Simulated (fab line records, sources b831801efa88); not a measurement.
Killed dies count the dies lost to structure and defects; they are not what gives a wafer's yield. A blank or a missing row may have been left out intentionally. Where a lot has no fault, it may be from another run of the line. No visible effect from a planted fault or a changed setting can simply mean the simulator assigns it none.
A lot that was struck, set against a sound lot / flow sky130 / 43 steps out of a route of 708
Sound: these wafers, L956.1, L956.4, L956.5. Struck: wafers L960.3, L960.6. (L960.2 of the same lot was not struck and is left out.) The cause comes at the end.
At each step with rows: each side's tool, then ch and its chambers, then its first start. Under that, the readings that differ: sound wafers / struck wafers / difference of the means / sigmas: that difference in standard deviations of wafers without a fault.
alike: words and numbers the same on both sides, and readings whose means are apart by under 2 such deviations; not compared: readings that were withheld, readings missing a value for some wafer, numbers with overlapping values and no deviation given by the record, and bounds like >300 which may hide the same value.
A row with sigmas, a row that says differs or no value, or rows on one side alone: a step with any of these is where the two part. When numbers do not overlap yet have no deviation, they are printed without sigmas and do not part them. A reading missing from all wafers of one side parts the sides only when that side holds two or more wafers.

first, 7 steps without rows for these wafers: SKY_METAL2_HMDS_08 (prime time 60 s); SKY_METAL2_COAT_09 (resist thk 60 nm); SKY_METAL2_COAT_10 (resist thk 450 nm); SKY_METAL2_SOFTBAKE_11 (time 90 s); SKY_METAL2_EXPOSE_12 (exposes mask MM2, target cd 140 nm); SKY_METAL2_PEB_13; SKY_METAL2_DEVELOP_14 (develop time 60 s).
SKY_METAL2_CD_MEAS_15: the cd target is 140 nm.
  struck on cd sem-02, day 36 04:48; sound on cd sem-02, day 34 23:56
reading=cd nm (nm); sound=140.2 140.5 141.4; struck=136.5 136.1; difference=-4.4; sigmas=-3
SKY_METAL2_OVL_MEAS_16:
  struck on overlay-01, day 36 04:55; sound on overlay-02, day 35 00:03
  alike: METAL2_OVL
SKY_METAL2_DESCUM_17: chemistry O2, time 8 s.
  sound on rie metal-01 ch 0,1, day 35 00:05; struck on rie metal-01 ch 0,1, day 36 04:56
  alike: drypump motor current A, oes product au
  not compared: rf hours counter h
then, 1 step without rows for these wafers: SKY_METAL2_ETCH_18 (etches BARC in N2/H2, stops on SiO2, time 45.9 s, target depth 60 nm).
SKY_METAL2_METAL_ETCH_19: etches the open film in Cl2/BCl3, stops on SiO2, target depth 360 nm, time 78 s.
  sound on rie metal-01 ch 0,1, day 35 00:11; struck on rie metal-01 ch 0,1, day 36 05:02
  alike: drypump motor current A, oes product au, throttle valve pct
  not compared: rf hours counter h
SKY_METAL2_STRIP_20: strips in O2/N2.
  sound on plasma asher-03 ch 0,1, day 35 00:17; struck on plasma asher-03 ch 0, day 36 05:08
  alike: drypump motor current A, oes product au, strip time to endpoint s
  not compared: rf hours counter h
then, 4 steps without rows for these wafers: SKY_METAL2_STRIP_21 (strips in post etch residue remover, time 1200 s); SKY_METAL2_CLEAN_22 (cleans in IPA, time 180 s); SKY_METAL2_CLEAN_23 (cleans in O3/DIW); SKY_VIA2_HDPCVD_00 (deposits SiO2, target thk 1180 nm, time 196.7 s).
SKY_VIA2_THK_MEAS_01:
  struck on film metro-03, day 36 05:51; sound on film metro-03, day 35 00:59
  alike: VIA2_HDPCVD_THK
SKY_VIA2_CMP_02: polishes SiO2.
  sound on cmp-02 ch 1,2, day 35 01:03; struck on cmp-02 ch 0, day 36 05:54
  alike: head pressure psi, motor current A, retaining ring pressure frac
SKY_VIA2_BOW_MEAS_03:
  struck on film metro-03, day 36 06:13; sound on film metro-01, day 35 01:21
  alike: VIA2_BOW
then, 8 steps without rows for these wafers: SKY_VIA2_DEHYDRATE_04 (time 60 s); SKY_VIA2_HMDS_05 (prime time 60 s); SKY_VIA2_COAT_06 (resist thk 59.41 nm); SKY_VIA2_COAT_07 (resist thk 450 nm); SKY_VIA2_SOFTBAKE_08 (time 90 s); SKY_VIA2_EXPOSE_09 (exposes mask VIM2, target cd 200 nm); SKY_VIA2_PEB_10; SKY_VIA2_DEVELOP_11 (develop time 60 s).
SKY_VIA2_CD_MEAS_12: the cd target is 200 nm.
  struck on cd sem-02, day 37 08:03; sound on cd sem-02, day 36 03:47
  alike: cd nm
SKY_VIA2_OVL_MEAS_13:
  struck on overlay-02, day 37 08:10; sound on overlay-01, day 36 03:54
  alike: VIA2_OVL
then, 6 steps without rows for these wafers: SKY_VIA2_ETCH_14 (etches BARC in N2/H2, stops on SiO2, time 45.9 s, target depth 60 nm); SKY_VIA2_ETCH_15 (etches SiO2 in C4F8/O2/Ar, stops on TiN, target depth 546 nm, time 84 s); SKY_VIA2_STRIP_16 (strips in O2/N2); SKY_VIA2_STRIP_17 (strips in post etch residue remover, time 1200 s); SKY_VIA2_CLEAN_18 (cleans in IPA, time 180 s); SKY_VIA2_CLEAN_19 (cleans in O3/DIW).
SKY_VIA2_SPUTTER_20: material TiN, target thk 20 nm, time 80 s.
  struck on pvd sputter-01, day 37 08:53; sound on pvd sputter-03, day 36 04:38
  alike: cathode dc power W, throttle valve pct
then, 1 step without rows for these wafers: SKY_VIA2_CVD_21 (deposits W, target thk 420 nm, time 126.4 s).
SKY_VIA2_RS_MEAS_22: measurement is done with a four-point probe.
  struck on film metro-03, day 37 09:06; sound on film metro-01, day 36 04:50
  alike: VIA2_W_RS
SKY_VIA2_THK_MEAS_23: measures by xrf.
  struck on film metro-03, day 37 09:13; sound on film metro-01, day 36 04:57
  alike: VIA2_W_THK
then, 1 step without rows for these wafers: SKY_VIA2_CMP_24 (polishes, stops on SiO2, t overpolish 20 s, target thk 0 nm).
SKY_METAL3_SPUTTER_00: material Ti, target thk 15 nm, time 10 s.
  struck on pvd sputter-02, day 37 09:34; sound on pvd sputter-02, day 36 05:19
  alike: cathode dc power W, throttle valve pct
-- the record jumps here: 9 days lie between the struck wafers' starts before and after (it left off in module METAL3 and takes up again in module PAD_OPEN, whose first step shown is number 708 of the route) --
SKY_PAD_OPEN_PROBE_99:
  struck on prober-01, day 46 13:35; sound on prober-01, day 45 15:59
reading=defect limited yield (%); sound=82.5 81.1 83.9; struck=77.6 75.8; difference=-5.8; sigmas=-3
reading=killed_at_M0_to_M3; sound=40 39 41; struck=73 82; difference=+38; sigmas=+6
reading=killed dies; sound=86 93 79; struck=110 119; difference=+28; sigmas=+3
reading=sort_bin_3_pad_short (%); sound=0.4 1.2 0.6; struck=1.6 2.0; difference=+1.1; sigmas=+3
reading=sort_bin_5_function (%); sound=9.8 10.6 10.8; struck=14.4 16.1; difference=+4.8; sigmas=+3
reading=sort n pass; sound=406 399 413; struck=382 373; difference=-28; sigmas=-3
reading=sort yield pct (%); sound=82.5 81.1 83.9; struck=77.6 75.8; difference=-5.8; sigmas=-3
reading=model.etest.tester.sort n pass; sound=406 399 413; struck=382 373; difference=-28; sigmas=
reading=model.etest.tester.sort yield pct (%); sound=82.52 81.1 83.94; struck=77.64 75.81; difference=-5.80; sigmas=
reading=model.etest.tester.sort_bin_5_pct (%); sound=9.756 10.57 10.77; struck=14.43 16.06; difference=+4.88; sigmas=
reading=model.etest.tester.sort_bin_3_pct (%); sound=0.4065 1.22 0.6098; struck=1.626 2.033; difference=+1.084; sigmas=
  alike: killed_at_M4_up, killed at contacts, killed at front end, killed at other, killed open, killed short, sort_bin_6_memory

## WHERE THEY PART
At SKY_METAL2_CD_MEAS_15 first; at SKY_PAD_OPEN_PROBE_99 last (within this record only).

WHY: what had been put in by the simulator
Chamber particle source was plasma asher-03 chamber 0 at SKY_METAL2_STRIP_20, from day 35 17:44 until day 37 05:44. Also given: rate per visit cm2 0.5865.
